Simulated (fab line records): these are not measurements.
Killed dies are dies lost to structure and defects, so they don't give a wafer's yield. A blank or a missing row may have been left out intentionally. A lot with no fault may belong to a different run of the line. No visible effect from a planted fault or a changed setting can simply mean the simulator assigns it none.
Struck lot and sound lot, side by side | flow gf180mcu | 23 steps out of a route of 602
Sound: wafers L795.1, L795.2, L795.6. Struck: wafer L811.5. (L811.1, L811.6 of the same lot were not struck and are left out.) The cause comes at the end.
Per side, at each step with rows, come the tool, then ch with its chambers, and then its first start. Under that, the readings that differ: sound wafers | struck wafers | difference of the means | sigmas: that difference in standard deviations of wafers without a fault.
alike: readings whose means differ by less than 2 such deviations, and words and numbers that are the same on both sides. not compared: withheld readings, readings that some wafer has no value for, bounds like >300 that may hide the same value, and numbers for which the record gives no deviation and whose values overlap.
Wherever a step has rows on one side only, a row that says differs or no value, or a row with sigmas, the two part there. Numbers that have no deviation but don't overlap get no sigmas and don't part them. Lack of a reading on every wafer of one side parts them only where that side has two or more wafers.

first, 4 steps without rows for these wafers: GF_TOP_METAL_SOFTBAKE_10 (time 60 s); GF_TOP_METAL_EXPOSE_11 (exposes mask MetalTop, target cd 440 nm); GF_TOP_METAL_PEB_12; GF_TOP_METAL_DEVELOP_13 (develop time 60 s).
GF_TOP_METAL_CD_MEAS_14: target cd 440 nm.
  sound on cd-sem-01, day 28 10:13; struck on cd-sem-01, day 33 00:25
  alike: cd-nm
GF_TOP_METAL_OVL_MEAS_15:
  sound on overlay-02, day 28 10:20; struck on overlay-01, day 33 00:32
  alike: TOP_METAL_OVL
GF_TOP_METAL_METAL_ETCH_16: etches the open film in Cl2/BCl3, stops on SiO2, target depth 1197 nm, time 199.5 s.
  sound on rie-metal-03 ch 0,1, day 28 10:23; struck on rie-metal-04 ch 0, day 33 00:35
  alike: drypump-motor-current-A, he-backside-leak-sccm, oes-product-au, throttle-valve-pct
  not compared: rf-hours-counter-h
GF_TOP_METAL_STRIP_17: strips in O2/N2.
  sound on plasma-asher-03 ch 0,1, day 28 10:34; struck on plasma-asher-04 ch 0, day 33 00:46
  alike: drypump-motor-current-A, heater-power-w, oes-product-au, strip-time-to-endpoint-s
  not compared: rf-hours-counter-h
then, 2 steps without rows for these wafers: GF_TOP_METAL_STRIP_18 (strips in post etch residue remover, time 1200 s); GF_TOP_METAL_CLEAN_19 (cleans in DIW).
GF_PASSIVATION_CVD_00: deposits SiO2 from TEOS, target thk 1000 nm, time 111.95 s.
  sound on pecvd-04 ch 0,2, day 28 11:08; struck on pecvd-01 ch 1, day 33 01:19
  alike: heater-power-w
  not compared: since-wet-clean-h
GF_PASSIVATION_THK_MEAS_01:
  sound on film-metro-04, day 28 11:13; struck on film-metro-02, day 33 01:23
  alike: PASSIVATION_CVD_00_THK
GF_PASSIVATION_CVD_02: deposits Si3N4, target thk 700 nm, time 486.18 s.
  sound on pecvd-03 ch 0,2, day 28 11:16; struck on pecvd-03 ch 1, day 33 01:27
  reading                                       | sound           | struck | difference | sigmas
  model.Si3N4_of_PASSIVATION_CVD_02.thk-nm (nm) | 700.6 699 709.3 | 950    | +247       |
  alike: heater-power-w
  not compared: since-wet-clean-h
GF_PASSIVATION_THK_MEAS_03:
  sound on film-metro-02, day 28 11:34; struck on film-metro-01, day 33 01:44
  reading                     | sound       | struck | difference | sigmas
  PASSIVATION_CVD_02_THK (nm) | 701 699 709 | 950    | +247       | +30
then, 7 steps without rows for these wafers: GF_PASSIVATION_DEHYDRATE_04 (time 60 s); GF_PASSIVATION_HMDS_05 (prime time 60 s); GF_PASSIVATION_COAT_06 (resist thk 4000 nm); GF_PASSIVATION_SOFTBAKE_07; GF_PASSIVATION_EXPOSE_08 (exposes mask Pad, target cd 40000 nm); GF_PASSIVATION_PEB_09; GF_PASSIVATION_DEVELOP_10 (develop time 61.02 s).
GF_PASSIVATION_ETCH_11: etches the open film in CF4/O2, stops on TiN, target depth 2040 nm, time 453.3 s.
  sound on rie-diel-02 ch 0,3, day 29 07:02; struck on rie-diel-03 ch 1, day 33 17:05
  reading                     | sound             | struck | difference | sigmas
  drypump-motor-current-A (A) | 4.9 5.1 4.9       | 5.7    | +0.7       | +2
  oes-product-au (a.u.)       | 1.000 0.991 0.994 | 0.971  | -0.024     | -4
  alike: throttle-valve-pct
  not compared: rf-hours-counter-h
GF_PASSIVATION_STRIP_12: strips in O2/N2.
  sound on plasma-asher-02 ch 0,1, day 29 07:18; struck on plasma-asher-03 ch 0, day 33 17:21
  alike: drypump-motor-current-A, heater-power-w, oes-product-au, strip-time-to-endpoint-s
  not compared: rf-hours-counter-h

## WHERE THEY PART
At GF_PASSIVATION_THK_MEAS_03 first; at GF_PASSIVATION_ETCH_11 last (within this record only). Later steps at which nothing parts them and some readings are alike: GF_PASSIVATION_STRIP_12.

WHY: what had been put in by the simulator
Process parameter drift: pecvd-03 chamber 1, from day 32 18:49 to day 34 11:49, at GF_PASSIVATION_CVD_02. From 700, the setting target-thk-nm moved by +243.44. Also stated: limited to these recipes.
